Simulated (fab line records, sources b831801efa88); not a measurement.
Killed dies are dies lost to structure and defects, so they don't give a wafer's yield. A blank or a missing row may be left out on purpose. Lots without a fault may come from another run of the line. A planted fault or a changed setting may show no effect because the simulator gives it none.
One fault seen from 2 desks | flow sfq_line | each desk has only its own numbers; what lay behind them comes last

THE TOOL OWNER'S DESK: pvd_sputter-03
The tool's own readings at SFQ_TRILAYER_M7_DEP_SPUTTER_175 (material Nb, target thk 200 nm, time 133.3 s): means of the sampled wafers that have a number, for each lot that ran on this tool. A lot is out of limits, marked OUT, if its mean lies more than 4 standard deviations from the usual mean; the brackets give that distance.
Columns: A = base_pressure_pa at SFQ_TRILAYER_M7_DEP_SPUTTER_175, usual 1.33e-06 Pa; B = throttle_valve_pct at SFQ_TRILAYER_M7_DEP_SPUTTER_175, usual 30.1 %
lot  | first seen here | A        | B
L841 | day 79 00:08    | 1.34e-06 | 30.3
L844 | day 79 13:28    | 1.33e-06 | 30.4
L847 | day 80 00:11    | 1.27e-06 | 30.5
L849 | day 80 09:50    | 1.24e-06 | 30.4
This desk's finding: nothing out of limits on any of the 4 lots.

THE METROLOGY DESK
What the gauges read, lot by lot, whatever tool the lot ran on: means of the sampled wafers that have a number. A lot is out of limits, marked OUT, if its mean lies more than 4 standard deviations from the usual mean; the brackets give that distance.
Columns: A = M7_NB_RS at SFQ_M7_RS_MEAS_943, usual 0.884 ohm/sq; B = I7_OVL at SFQ_I7_OVL_MEAS_947, usual -3 nm
lot  | first seen here | A                | B
L838 | day 77 03:20    | 0.891            | -2
L839 | day 77 04:28    | 0.871            | -8
L840 | day 78 21:50    | 0.876            | -2
L841 | day 79 00:14    | 0.884            | -2
L842 | day 79 03:59    | 0.902            | -5
L843 | day 79 07:35    | 0.898            | 2
L844 | day 79 13:33    | 0.884            | -12
L845 | day 79 19:28    | 0.885            | 2
L847 | day 80 00:17    | 0.968 (+8.6) OUT | -15
L849 | day 80 09:56    | 0.966 (+8.4) OUT | -10
L854 | day 81 16:01    | 0.893            | -8
L856 | day 81 23:20    | 0.884            | 4
L858 | day 82 05:17    | 0.871            | -7
L860 | day 82 08:55    | 0.882            | -3
This desk's finding: out of limits on L847, L849; first on L847, day 80 00:17 (M7_NB_RS at SFQ_M7_RS_MEAS_943). In limits: L838, L839, L840, L841, L842, L843, L844, L845, L854, L856, L858, L860.

PUT TOGETHER
The metrology desk could have raised an alarm at day 80 00:17, on L847, L849.
The tool owner's desk saw nothing out of limits.
The tool owner's desk has L847, L849 on record, within its limits.
Of the lots named, all ran SFQ_TRILAYER_M7_DEP_SPUTTER_175 on pvd_sputter-03.

WHAT THE SIMULATOR HAD PUT IN
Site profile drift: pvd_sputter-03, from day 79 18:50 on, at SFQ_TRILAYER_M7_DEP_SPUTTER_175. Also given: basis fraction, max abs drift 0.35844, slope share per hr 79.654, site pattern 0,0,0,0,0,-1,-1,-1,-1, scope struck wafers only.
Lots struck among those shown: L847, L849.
Hours from the fault's start to each desk's first reading out of limits: the metrology desk, 5.
